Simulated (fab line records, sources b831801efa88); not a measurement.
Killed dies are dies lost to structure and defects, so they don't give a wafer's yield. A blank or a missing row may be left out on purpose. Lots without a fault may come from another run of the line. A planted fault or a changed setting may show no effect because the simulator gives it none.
Which tool did it? | flow gf180mcu | 13 lots, 39 wafers sampled, at 5 steps of a route of 602

WHAT THE GAUGES READ, wafer by wafer
GF_POLY_GATE_CD_MEAS_18. Usual: cd_nm 280.5 nm, standard deviation 1.8.
lot  | measured     | on        | cd_nm (nm)        | flag
L723 | day 9 13:30  | cd_sem-02 | 279.0 283.4 281.1 |
L725 | day 10 00:19 | cd_sem-02 | 276.1 277.5 277.4 |
L726 | day 10 11:53 | cd_sem-02 | 275.9 281.9 279.3 |
L727 | day 10 16:53 | cd_sem-02 | 281.0 278.8 282.8 |
L729 | day 11 11:25 | cd_sem-02 | 283.3 283.4 281.4 |
L731 | day 11 21:40 | cd_sem-01 | 280.6 280.0 278.1 |
L735 | day 13 04:28 | cd_sem-02 | 282.6 282.7 283.1 |
L737 | day 13 22:36 | cd_sem-01 | 279.4 282.0 283.2 |
L739 | day 14 22:10 | cd_sem-02 | 281.2 282.0 283.7 |
L740 | day 15 02:27 | cd_sem-02 | 278.8 281.1 278.5 |
L742 | day 15 11:31 | cd_sem-01 | 282.0 281.0 282.4 |
L743 | day 15 16:20 | cd_sem-01 | 278.7 280.9 280.2 |
L745 | day 16 07:49 | cd_sem-01 | 280.6 278.9 281.3 |

GF_HV_LDD_TW_MEAS_50. Usual: HV_LDD_4_TW 571, standard deviation 5.6.
lot  | measured     | on            | HV_LDD_4_TW | flag
L723 | day 12 16:58 | film_metro-04 | 577 576 577 |
L725 | day 13 04:25 | film_metro-03 | 568 568 572 |
L726 | day 13 14:41 | film_metro-03 | 571 568 569 |
L727 | day 13 21:55 | film_metro-04 | 508 513 512 | OFF
L729 | day 14 18:29 | film_metro-04 | 581 580 580 |
L731 | day 15 05:53 | film_metro-01 | 504 508 509 | OFF
L735 | day 16 18:19 | film_metro-01 | 564 566 568 |
L737 | day 17 14:55 | film_metro-03 | 568 569 572 |
L739 | day 18 18:47 | film_metro-03 | 576 578 578 |
L740 | day 18 21:02 | film_metro-01 | 565 563 563 |
L742 | day 19 08:07 | film_metro-03 | 582 580 580 |
L743 | day 19 14:04 | film_metro-01 | 566 568 565 |
L745 | day 20 10:07 | film_metro-03 | 580 579 581 |

GF_PSD_OVL_MEAS_08. Usual: PSD_OVL -0.4 nm, standard deviation 1.4.
lot  | measured     | on         | PSD_OVL (nm)   | flag
L723 | day 14 10:04 | overlay-01 | 0.5 2.3 -0.8   |
L725 | day 14 22:40 | overlay-01 | 0.3 -1.3 -0.3  |
L726 | day 15 09:47 | overlay-02 | -1.4 1.0 -0.8  |
L727 | day 15 19:36 | overlay-01 | -0.8 -0.8 0.3  |
L729 | day 16 17:28 | overlay-01 | 0.3 -1.0 -1.1  |
L731 | day 17 07:05 | overlay-01 | 0.9 0.2 0.8    |
L735 | day 18 21:17 | overlay-01 | 1.1 1.6 0.0    |
L737 | day 19 18:58 | overlay-02 | -2.1 -1.7 -3.1 |
L739 | day 21 01:13 | overlay-02 | -1.7 -1.5 -2.8 |
L740 | day 21 04:07 | overlay-01 | 0.5 1.4 -0.6   |
L742 | day 21 12:26 | overlay-02 | 0.7 -1.1 0.3   |
L743 | day 21 17:35 | overlay-02 | -1.3 -1.7 0.8  |
L745 | day 22 12:01 | overlay-02 | 0.7 0.2 0.3    |

WHICH TOOL RAN EACH LOT (tool, then ch and the chambers of the sampled wafers, then the start)
lot  | GF_DUAL_GATE_STRIP_13                | GF_HV_LDD_IMPLANT_48
L723 | plasma_asher-04 ch 0,1, day 8 15:21  | implanter-02 ch 0, day 12 16:44
L725 | plasma_asher-01 ch 0,1, day 9 02:08  | implanter-02 ch 0, day 13 04:10
L726 | plasma_asher-03 ch 0,1, day 9 12:08  | implanter-03 ch 0, day 13 14:28
L727 | plasma_asher-01 ch 0,1, day 9 15:43  | implanter-02 ch 0, day 13 21:42
L729 | plasma_asher-01 ch 0,1, day 10 10:38 | implanter-03 ch 0, day 14 18:15
L731 | plasma_asher-01 ch 0,1, day 10 21:01 | implanter-02 ch 0, day 15 05:39
L735 | plasma_asher-03 ch 1, day 11 23:37   | implanter-01 ch 0, day 16 18:04
L737 | plasma_asher-04 ch 0,1, day 12 15:01 | implanter-01 ch 0, day 17 14:40
L739 | plasma_asher-04 ch 1, day 13 11:10   | implanter-01 ch 0, day 18 18:33
L740 | plasma_asher-01 ch 0,1, day 13 17:26 | implanter-01 ch 0, day 18 20:48
L742 | plasma_asher-03 ch 0, day 14 05:16   | implanter-02 ch 0, day 19 07:52
L743 | plasma_asher-01 ch 0,1, day 14 10:41 | implanter-03 ch 0, day 19 13:49
L745 | plasma_asher-04 ch 0, day 15 03:28   | implanter-02 ch 0, day 20 09:52
- GF_DUAL_GATE_STRIP_13: strips in O2/N2.
- GF_HV_LDD_IMPLANT_48

WHAT THE TOOLS THEMSELVES READ (means of the sampled wafers that have a number; where no wafer has one, the mark that the record gives instead)
GF_DUAL_GATE_STRIP_13. Usual: drypump_motor_current_A 5.9 A, standard deviation 0.32; heater_power_w 370 W, standard deviation 35; oes_product_au 0.717 a.u., standard deviation 0.0041; strip_time_to_endpoint_s 12.62 s, standard deviation 0.04.
lot  | tool            | drypump_motor_current_A (A) | heater_power_w (W) | oes_product_au (a.u.) | strip_time_to_endpoint_s (s) | flag
L723 | plasma_asher-04 | 6.1                         | 352                | 0.718                 | 12.66                        |
L725 | plasma_asher-01 | 5.7                         | 386                | 0.716                 | 12.60                        |
L726 | plasma_asher-03 | 5.6                         | 356                | 0.716                 | 12.59                        |
L727 | plasma_asher-01 | 5.6                         | 389                | 0.717                 | 12.54                        |
L729 | plasma_asher-01 | 5.7                         | 383                | 0.720                 | 12.60                        |
L731 | plasma_asher-01 | 5.8                         | 401                | 0.719                 | 12.67                        |
L735 | plasma_asher-03 | 6.1                         | 328                | 0.720                 | 12.67                        |
L737 | plasma_asher-04 | 6.1                         | 346                | 0.720                 | 12.66                        |
L739 | plasma_asher-04 | 6.0                         | 317                | 0.717                 | 12.64                        |
L740 | plasma_asher-01 | 5.8                         | 399                | 0.716                 | 12.62                        |
L742 | plasma_asher-03 | 5.3                         | 357                | 0.716                 | 12.55                        |
L743 | plasma_asher-01 | 5.7                         | 390                | 0.718                 | 12.59                        |
L745 | plasma_asher-04 | 6.2                         | 410                | 0.714                 | 12.61                        |

GF_HV_LDD_IMPLANT_48. Usual: beam_energy_keV 25.000, standard deviation 0.0076; dose_ions_cm2 2.999e+13, standard deviation 3.6e+10; end_station_pressure_torr 5.15e-06 Torr, standard deviation 2.5e-07; tilt_deg 7.002 degrees, standard deviation 0.017.
lot  | tool         | beam_energy_keV | dose_ions_cm2 | end_station_pressure_torr (Torr) | tilt_deg (degrees) | flag
L723 | implanter-02 | 24.995          | 2.998e+13     | 5.23e-06                         | 7.009              |
L725 | implanter-02 | 24.998          | 3.004e+13     | 5.03e-06                         | 7.015              |
L726 | implanter-03 | 24.997          | 2.998e+13     | 5.01e-06                         | 6.993              |
L727 | implanter-02 | 25.006          | 2.996e+13     | 5.10e-06                         | -0.010             | OFF
L729 | implanter-03 | 24.997          | 3.000e+13     | 5.33e-06                         | 6.997              |
L731 | implanter-02 | 24.990          | 2.996e+13     | 5.34e-06                         | -0.007             | OFF
L735 | implanter-01 | 25.003          | 3.001e+13     | 5.31e-06                         | 7.007              |
L737 | implanter-01 | 24.993          | 3.006e+13     | 5.20e-06                         | 7.037              |
L739 | implanter-01 | 25.000          | 2.996e+13     | 5.20e-06                         | 6.975              |
L740 | implanter-01 | 25.003          | 3.000e+13     | 5.13e-06                         | 6.999              |
L742 | implanter-02 | 25.010          | 3.001e+13     | 5.14e-06                         | 7.004              |
L743 | implanter-03 | 25.001          | 2.998e+13     | 5.24e-06                         | 6.998              |
L745 | implanter-02 | 25.009          | 2.996e+13     | 5.17e-06                         | 7.006              |

THE ANSWER, worked out from the rows above alone
Rule: a lot is off if the mean of its wafers that have a number lies more than 3 standard deviations from the usual mean. A lot without any number at a reading at which 4 lots or more have one is off too. The other lots that the step has rows for count as sound. The gauges are gone through in route order, then the tools' own readings, and for those a lot's mean is taken as printed above. The first step at which some lot is off is used, and at that step the reading that is off furthest; a lot without a number counts as furthest.
Off: L727, L731, at GF_HV_LDD_TW_MEAS_50 (HV_LDD_4_TW).
A tool fits if, at a process step before that reading, it ran every lot that is off, and no sound lot after the first of them. The gauges at GF_HV_LDD_TW_MEAS_50 aren't tried: what is off there is off at GF_HV_LDD_IMPLANT_48 too, on other tools, and a gauge's error can't cause that. None of those tried fits.

WHAT THE SIMULATOR HAD PUT IN
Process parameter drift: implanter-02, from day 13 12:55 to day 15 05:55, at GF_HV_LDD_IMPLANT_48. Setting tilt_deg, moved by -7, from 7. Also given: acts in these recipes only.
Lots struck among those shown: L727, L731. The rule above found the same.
